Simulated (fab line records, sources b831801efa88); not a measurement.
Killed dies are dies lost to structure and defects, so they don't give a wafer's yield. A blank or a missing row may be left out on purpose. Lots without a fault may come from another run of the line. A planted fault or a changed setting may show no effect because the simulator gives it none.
Problem report in the 8D (eight disciplines) form, filled by code | flow gf180mcu | the parts of the form that need people (team, actions taken, sign-off) are left out

1. THE PROBLEM
o2_flow_sccm at GF_HV_LDD_STRIP_22 reads a mean of 3603 sccm on 6 wafers of 2 lots; wafers without a fault read 2999 sccm with a standard deviation of 9.8. That is +62 standard deviations from the usual mean.
The step: strips in O2/N2.
First seen on wafer L366.1, day 12 13:30, on plasma_asher-02. The record holds 39 wafers of 13 lots with a number at this step. Rule for "out", or "out of limits": more than 4 standard deviations from the usual mean. The other wafers with a number count as sound.

2. WHAT IT IS AND WHAT IT IS NOT
question                    | is                     | is not
which readings at this step | o2_flow_sccm           | drypump_motor_current_A, platen_temp_c
which lots                  | L366, L368             | L361, L363, L364, L374, L375, L376, L378, L380, L381, L383, L384
which wafers of those lots  | all that have a number | -
read on which tools         | plasma_asher-02        | plasma_asher-03, plasma_asher-04
when                        | from day 12 13:30      | up to then (9 sound wafers); but 24 sound wafers of L374, L375, L376, L378, L380, L381, L383, L384 came after

3. SUSPECTS, AND WHAT RULES EACH OUT
Counting: a tool at a process step up to the reading stays a suspect if it ran every lot that is out and no sound lot after the first of them.
- plasma_asher-02 at GF_HV_LDD_STRIP_22 (strips in O2/N2): ruled out as a lasting fault. Sound lots L380, L381, L383, L384 ran on it after its first lot that is out, L366 (day 12 13:30).
Left after counting: nothing in the record.

4. THE CAUSE (what the simulator had put in)
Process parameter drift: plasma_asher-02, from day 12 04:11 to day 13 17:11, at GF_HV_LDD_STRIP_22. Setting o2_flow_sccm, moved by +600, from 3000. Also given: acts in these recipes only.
Counting ruled it out, wrongly.

5. THE CHAIN OF EFFECTS, in route order
Each row: a reading whose mean over the struck wafers that have a number lies more than 3 standard deviations from the usual. Only readings for which the record gives a usual standard deviation are gone through. hours: the time from each lot's start at the first step in this table that gives one to its start at this step, as a median over the lots. sigmas: the change in usual standard deviations.
hours | step               | reading                  | usual     | on struck wafers | change | sigmas
0     | GF_HV_LDD_STRIP_22 | o2_flow_sccm             | 2999 sccm | 3603             | +604   | +62
0     | GF_HV_LDD_STRIP_22 | strip_time_to_endpoint_s | 12.64 s   | 12.51            | -0.13  | -4.0
The process steps in it:
- GF_HV_LDD_STRIP_22: strips in O2/N2.

6. WHAT WOULD HAVE CAUGHT IT SOONER
In this record the first reading out of limits was taken at day 12 13:30, 9 hours after the fault began at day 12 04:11.
